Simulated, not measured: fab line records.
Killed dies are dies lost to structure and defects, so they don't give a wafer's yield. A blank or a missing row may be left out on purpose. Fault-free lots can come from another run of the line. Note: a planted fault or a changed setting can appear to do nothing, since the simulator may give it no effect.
Which tool is to blame? + flow sky130 + 13 lots with 38 wafers sampled at 3 steps, on a route of 708 steps

## WHAT THE GAUGES READ, wafer by wafer
SKY_VIA2_THK_MEAS_01. Usual: for VIA2_HDPCVD_THK the level is 1177 nm and the standard deviation is 11.
| lot  | measured     | on           | VIA2_HDPCVD_THK (nm) | flag |
|------|--------------|--------------|----------------------|------|
| L265 | day 34 18:02 | filmMetro-03 | 1165 1175 1166       |      |
| L266 | day 35 11:28 | filmMetro-03 | 1172 1166 1176       |      |
| L267 | day 36 02:52 | filmMetro-03 | 1170 1171 1157       |      |
| L268 | day 36 08:37 | filmMetro-03 | 1170 1171 1173       |      |
| L270 | day 36 20:47 | filmMetro-04 | 1181 1202 1185       |      |
| L271 | day 37 07:59 | filmMetro-01 | 1209 1193 1198       |      |
| L272 | day 37 15:20 | filmMetro-03 | 1180 1167 1185       |      |
| L273 | day 37 21:49 | filmMetro-04 | 1182 1191 1182       |      |
| L276 | day 38 19:52 | filmMetro-01 | 1188 1183            |      |
| L284 | day 41 18:53 | filmMetro-03 | 1166 1185 1183       |      |
| L285 | day 41 20:19 | filmMetro-03 | 1187 1192 1168       |      |
| L286 | day 41 21:46 | filmMetro-01 | 1184 1175 1180       |      |
| L288 | day 42 07:46 | filmMetro-03 | 1181 1196 1184       |      |

SKY_VIA3_BOW_MEAS_03. Usual: for VIA3_BOW the level is 78 um and the standard deviation is 8.4.
| lot  | measured     | on           | VIA3_BOW (um) | flag |
|------|--------------|--------------|---------------|------|
| L265 | day 38 04:34 | filmMetro-02 | 82 78 73      |      |
| L266 | day 38 20:34 | filmMetro-04 | 71 69 77      |      |
| L267 | day 39 11:55 | filmMetro-04 | 69 77 68      |      |
| L268 | day 39 17:36 | filmMetro-02 | 80 75 84      |      |
| L270 | day 40 04:48 | filmMetro-04 | 93 88 84      |      |
| L271 | day 40 15:08 | filmMetro-04 | 76 94 84      |      |
| L272 | day 40 21:22 | filmMetro-04 | 70 67 68      |      |
| L273 | day 41 04:18 | filmMetro-04 | 95 78 76      |      |
| L276 | day 42 01:17 | filmMetro-02 | 73 78         |      |
| L284 | day 44 19:32 | filmMetro-04 | 75 80 61      |      |
| L285 | day 44 21:23 | filmMetro-04 | 75 84 79      |      |
| L286 | day 44 23:01 | filmMetro-04 | 97 74 88      |      |
| L288 | day 45 08:04 | filmMetro-02 | 75 84 88      |      |

## EACH LOT AND THE TOOL THAT RAN IT (in order: tool; ch and the chambers of the sampled wafers; start)
| lot  | SKY_METAL2_METAL_ETCH_19         |
|------|----------------------------------|
| L265 | rieMetal-02 ch 1, day 34 16:50   |
| L266 | rieMetal-02 ch 0,1, day 35 10:38 |
| L267 | rieMetal-02 ch 0,1, day 36 02:04 |
| L268 | rieMetal-02 ch 0,1, day 36 07:48 |
| L270 | rieMetal-02 ch 0,1, day 36 19:58 |
| L271 | rieMetal-03 ch 0,1, day 37 07:10 |
| L272 | rieMetal-02 ch 0,1, day 37 14:31 |
| L273 | rieMetal-02 ch 0, day 37 21:01   |
| L276 | rieMetal-01 ch 0, day 38 18:58   |
| L284 | rieMetal-03 ch 0,1, day 41 18:04 |
| L285 | rieMetal-02 ch 1, day 41 19:25   |
| L286 | rieMetal-02 ch 0,1, day 41 20:55 |
| L288 | rieMetal-02 ch 0,1, day 42 06:55 |
- SKY_METAL2_METAL_ETCH_19: etches the open film in Cl2/BCl3, stops on SiO2, target depth 360 nm, time 78 s.

## WHAT THE TOOLS THEMSELVES READ (means of the sampled wafers that have a number; where no wafer has one, the mark that the record gives instead)
SKY_METAL2_METAL_ETCH_19. Usual: drypumpMotorCurrentA 5.8 A, standard deviation 0.53; mfcCl2Sccm 59.98 sccm, standard deviation 0.17; oesProductAu 0.856 a.u., standard deviation 0.0055; runLengthS 106.4 s, standard deviation 0.37; throttleValvePct 22.264 %, standard deviation 0.01.
| lot  | tool        | drypumpMotorCurrentA (A) | mfcCl2Sccm (sccm) | oesProductAu (a.u.) | runLengthS (s) | throttleValvePct (%) | flag |
|------|-------------|--------------------------|-------------------|---------------------|----------------|----------------------|------|
| L265 | rieMetal-02 | 6.3                      | 59.96             | 0.855               | 106.7          | 22.266               |      |
| L266 | rieMetal-02 | 6.0                      | 60.05             | 0.854               | 106.6          | 22.261               |      |
| L267 | rieMetal-02 | 6.2                      | 59.93             | 0.859               | 106.4          | 22.275               |      |
| L268 | rieMetal-02 | 6.0                      | 59.99             | 0.861               | 106.5          | 22.258               |      |
| L270 | rieMetal-02 | 6.2                      | 59.93             | 0.854               | 106.7          | 22.271               |      |
| L271 | rieMetal-03 | 5.1                      | 59.84             | 0.853               | 106.0          | 22.263               |      |
| L272 | rieMetal-02 | 6.0                      | 60.27             | 0.854               | 106.5          | 22.262               |      |
| L273 | rieMetal-02 | 5.9                      | 60.17             | 0.860               | 106.5          | 22.261               |      |
| L276 | rieMetal-01 | 6.2                      | 59.86             | 0.855               | 105.8          | 22.273               |      |
| L284 | rieMetal-03 | 5.0                      | 59.87             | 0.852               | 106.0          | 22.265               |      |
| L285 | rieMetal-02 | 6.3                      | 59.77             | 0.859               | 106.8          | 22.268               |      |
| L286 | rieMetal-02 | 6.0                      | 60.00             | 0.855               | 106.4          | 22.259               |      |
| L288 | rieMetal-02 | 6.2                      | 59.90             | 0.853               | 106.7          | 22.271               |      |

## THE ANSWER, worked out from the rows above alone
Rule: a lot counts as off when the mean over its wafers that have a number is more than 3 standard deviations away from the usual mean. A lot without any number at a reading at which 4 lots or more have one is off too. Any other lot the step has rows for is counted as sound. Order of review: gauges by route order, followed by the tools' own readings, for which a lot's mean as printed above is used. The first step at which some lot is off is used, and at that step the reading that is off furthest; a lot without a number counts as furthest.
None of the lots is off at any reading shown; this tells nothing.

## WHAT THE SIMULATOR PUT IN
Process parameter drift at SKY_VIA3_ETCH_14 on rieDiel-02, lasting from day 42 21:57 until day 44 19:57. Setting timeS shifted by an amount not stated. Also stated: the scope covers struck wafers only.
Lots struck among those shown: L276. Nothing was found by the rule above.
